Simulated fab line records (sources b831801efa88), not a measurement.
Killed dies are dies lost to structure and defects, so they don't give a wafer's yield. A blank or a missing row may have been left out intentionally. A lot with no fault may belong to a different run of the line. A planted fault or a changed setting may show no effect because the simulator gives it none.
A lot that was struck, set against a sound lot    flow sfq-line    42 out of 325 route steps
Sound: the wafers L880.2, L880.5, L880.6. The struck wafers were L888.2, L888.3, L888.5. The cause is given at the end.
Order at every step that has rows: each side's tool, ch and its chambers, its first start. Under that, the readings that differ: sound wafers    struck wafers    difference of the means    sigmas: that difference in standard deviations of wafers without a fault.
alike: readings whose means differ by less than 2 such deviations, and words and numbers that are the same on both sides. not compared: withheld readings, readings that some wafer has no value for, bounds like >300 that may hide the same value, and numbers for which the record gives no deviation and whose values overlap.
A row with sigmas, a row that says differs or no value, or rows on one side alone: a step with any of these is where the two part. Non-overlapping numbers with no deviation appear without sigmas and do not part them. Lack of a reading on every wafer of one side parts them only where that side has two or more wafers.

first, 6 steps without rows for these wafers: SFQ_TRILAYER_I1_VIA_LITHO_COAT_054 (resist thk 62 nm); SFQ_TRILAYER_I1_VIA_LITHO_COAT_049 (resist thk 650 nm); SFQ_TRILAYER_I1_VIA_LITHO_SOFTBAKE_053; SFQ_TRILAYER_I1_VIA_LITHO_EXPOSE_050 (exposes mask I1, target cd 500 nm); SFQ_TRILAYER_I1_VIA_LITHO_PEB_052 (peb time 60 s); SFQ_TRILAYER_I1_VIA_LITHO_DEVELOP_051 (time 60 s).
SFQ_I1_OVL_MEAS_913:
  sound on overlay-02 at day 32 21:44; struck on overlay-02 at day 36 11:17
reading      sound    struck     difference  sigmas
I1_OVL (nm)  -1 10 6  -10 -2 -7  -11         -3
then, 1 step without rows for these wafers: SFQ_TRILAYER_I1_VIA_BARC_OPEN_VIA_ETCH_071 (etches BARC in O2, target depth 125 nm, time 41.7 s).
SFQ_TRILAYER_I1_VIA_ETCH_VIA_ETCH_052: etches SiO2 in CHF3, stops on Nb, target depth 260 nm.
  sound on rie-diel-02 ch 1,2,3, day 32 21:49; struck on rie-diel-02 ch 0,2, day 36 11:21
  alike: drypump-motor-current-A, oes-product-au
SFQ_TRILAYER_I1_VIA_STRIP_STRIP_053: strips in O2.
  sound on rie-metal-01 ch 0, day 32 22:07; struck on rie-metal-03 ch 0,1, day 36 11:28
  alike: drypump-motor-current-A, oes-product-au
  not compared: rf-hours-counter-h
then, 2 steps without rows for these wafers: SFQ_TRILAYER_I1_VIA_STRIP_SOLV_CLEAN_054 (cleans in NMP, time 600 s); SFQ_TRILAYER_M2_DEP_PRE_CLEAN_056 (time 22.5 s).
SFQ_TRILAYER_M2_DEP_SPUTTER_055: material Nb, target thk 200 nm, time 133.3 s.
  sound on pvd-sputter-04 at day 32 23:19; struck on pvd-sputter-03 at day 36 12:16
reading                                              sound            struck             difference  sigmas
model.Nb_of_TRILAYER_M2_DEP_SPUTTER_055.thk-nm (nm)  197 199.1 197.9  60.85 62.37 61.42  -136.45     
  alike: base-pressure-pa, throttle-valve-pct
SFQ_M2_RS_MEAS_914: measurement is done with a four-point probe.
  sound on film-metro-02 at day 32 23:26; struck on film-metro-04 at day 36 12:22
reading            sound              struck             difference  sigmas
M2_NB_RS (ohm/sq)  0.905 0.893 0.901  3.000 2.931 2.980  +2.071      +99 or more
then, 6 steps without rows for these wafers: SFQ_TRILAYER_M2_LITHO_COAT_062 (resist thk 62 nm); SFQ_TRILAYER_M2_LITHO_COAT_057 (resist thk 600 nm); SFQ_TRILAYER_M2_LITHO_SOFTBAKE_061; SFQ_TRILAYER_M2_LITHO_EXPOSE_058 (exposes mask M2, target cd 500 nm); SFQ_TRILAYER_M2_LITHO_PEB_060 (peb time 60 s); SFQ_TRILAYER_M2_LITHO_DEVELOP_059 (time 60 s).
-- the record jumps here: 6 days lie between the struck wafers' starts before and after --
SFQ_M2_OVL_MEAS_916:
  sound on overlay-02 at day 39 01:16; struck on overlay-01 at day 42 01:07
  alike: M2_OVL
then, 1 step without rows for these wafers: SFQ_TRILAYER_M2_BARC_OPEN_METAL_ETCH_077 (etches BARC in O2, target depth 125 nm, time 41.7 s).
SFQ_TRILAYER_M2_ETCH_METAL_ETCH_060: etches Nb in Cl2/Ar, stops on SiO2, target depth 240 nm, time 120 s.
  sound on rie-metal-03 ch 0,1, day 39 01:21; struck on rie-metal-04 ch 0,1, day 42 01:13
reading                sound              struck             difference  sigmas
oes-product-au (a.u.)  0.886 0.896 0.890  0.535 0.547 0.543  -0.349      -58
  alike: drypump-motor-current-A
  not compared: rf-hours-counter-h
SFQ_TRILAYER_M2_STRIP_STRIP_061: strips in O2.
  sound on rie-metal-03 ch 0,1, day 39 01:29; struck on rie-metal-04 ch 0,1, day 42 01:20
reading                sound              struck             difference  sigmas
oes-product-au (a.u.)  0.981 0.991 0.990  1.006 1.001 0.998  +0.014      +2
  alike: drypump-motor-current-A
  not compared: rf-hours-counter-h
then, 2 steps without rows for these wafers: SFQ_TRILAYER_M2_STRIP_SOLV_CLEAN_062 (cleans in NMP, time 600 s); SFQ_TRILAYER_I2_DEP_PECVD_063 (deposits SiO2 from SiH4/N2O, time 111.11 s, target thk 500 nm).
SFQ_TRILAYER_I2_CMP_CMP_064: polishes SiO2.
  sound on cmp-01 ch 0,3, day 39 04:35; struck on cmp-01 ch 2,3, day 42 02:11
  alike: motor-current-A, retaining-ring-pressure-frac, slurry-flow-ml-min, time-to-endpoint-s
SFQ_I2_BOW_MEAS_917:
  sound on film-metro-04 at day 39 07:07; struck on film-metro-04 at day 42 05:13
  alike: I2_BOW
SFQ_TRILAYER_I2_METRO_MEASURE_065:
  sound on film-metro-04 at day 39 07:25; struck on film-metro-04 at day 42 05:31
reading      sound              struck             difference  sigmas
thk-nm (nm)  199.8 198.7 200.3  201.8 201.6 200.7  +1.8        +2
then, 6 steps without rows for these wafers: SFQ_TRILAYER_I2_VIA_LITHO_COAT_072 (resist thk 62 nm); SFQ_TRILAYER_I2_VIA_LITHO_COAT_067 (resist thk 650 nm); SFQ_TRILAYER_I2_VIA_LITHO_SOFTBAKE_071; SFQ_TRILAYER_I2_VIA_LITHO_EXPOSE_068 (exposes mask I2, target cd 500 nm); SFQ_TRILAYER_I2_VIA_LITHO_PEB_070 (peb time 60 s); SFQ_TRILAYER_I2_VIA_LITHO_DEVELOP_069 (time 60 s).
-- the record jumps here: 6 days lie between the struck wafers' starts before and after --
SFQ_I2_OVL_MEAS_918:
  sound on overlay-01 at day 44 23:53; struck on overlay-01 at day 47 22:35
  alike: I2_OVL
then, 5 steps without rows for these wafers: SFQ_TRILAYER_I2_VIA_BARC_OPEN_VIA_ETCH_096 (etches BARC in O2, target depth 125 nm, time 40.49 s); SFQ_TRILAYER_I2_VIA_ETCH_VIA_ETCH_070 (etches SiO2 in CHF3, stops on Nb, target depth 260 nm); SFQ_TRILAYER_I2_VIA_STRIP_STRIP_071 (strips in O2); SFQ_TRILAYER_I2_VIA_STRIP_SOLV_CLEAN_072 (cleans in NMP, time 600 s); SFQ_TRILAYER_M3_DEP_PRE_CLEAN_074 (time 22.5 s).
-- the record jumps here: 42 days lie between the struck wafers' starts before and after --
SFQ_M8_BOW_MEAS_951:
  sound on film-metro-02 at day 87 16:22; struck on film-metro-04 at day 90 03:49
reading                  sound                 struck             difference  sigmas
model.etest.m2.ohm-um    1.803 1.782 1.796     5.825 5.692 5.783  +3.973      
model.etest.i1.link-ohm  1.99 1.99 1.993       4.435 4.34 4.394   +2.399      
model.etest.m2.ohm-sq    0.9038 0.8939 0.8998  2.925 2.854 2.898  +1.993      
model.etest.i2.link-ohm  1.973 1.978 1.981     4.009 3.949 3.981  +2.002      
  alike: M8_BOW

## WHERE THEY PART
Earliest at SFQ_I1_OVL_MEAS_913; latest, in this record, at SFQ_TRILAYER_I2_METRO_MEASURE_065. Later steps at which nothing parts them and some readings are alike: SFQ_I2_OVL_MEAS_918, SFQ_M8_BOW_MEAS_951.

WHY: what had been put in by the simulator
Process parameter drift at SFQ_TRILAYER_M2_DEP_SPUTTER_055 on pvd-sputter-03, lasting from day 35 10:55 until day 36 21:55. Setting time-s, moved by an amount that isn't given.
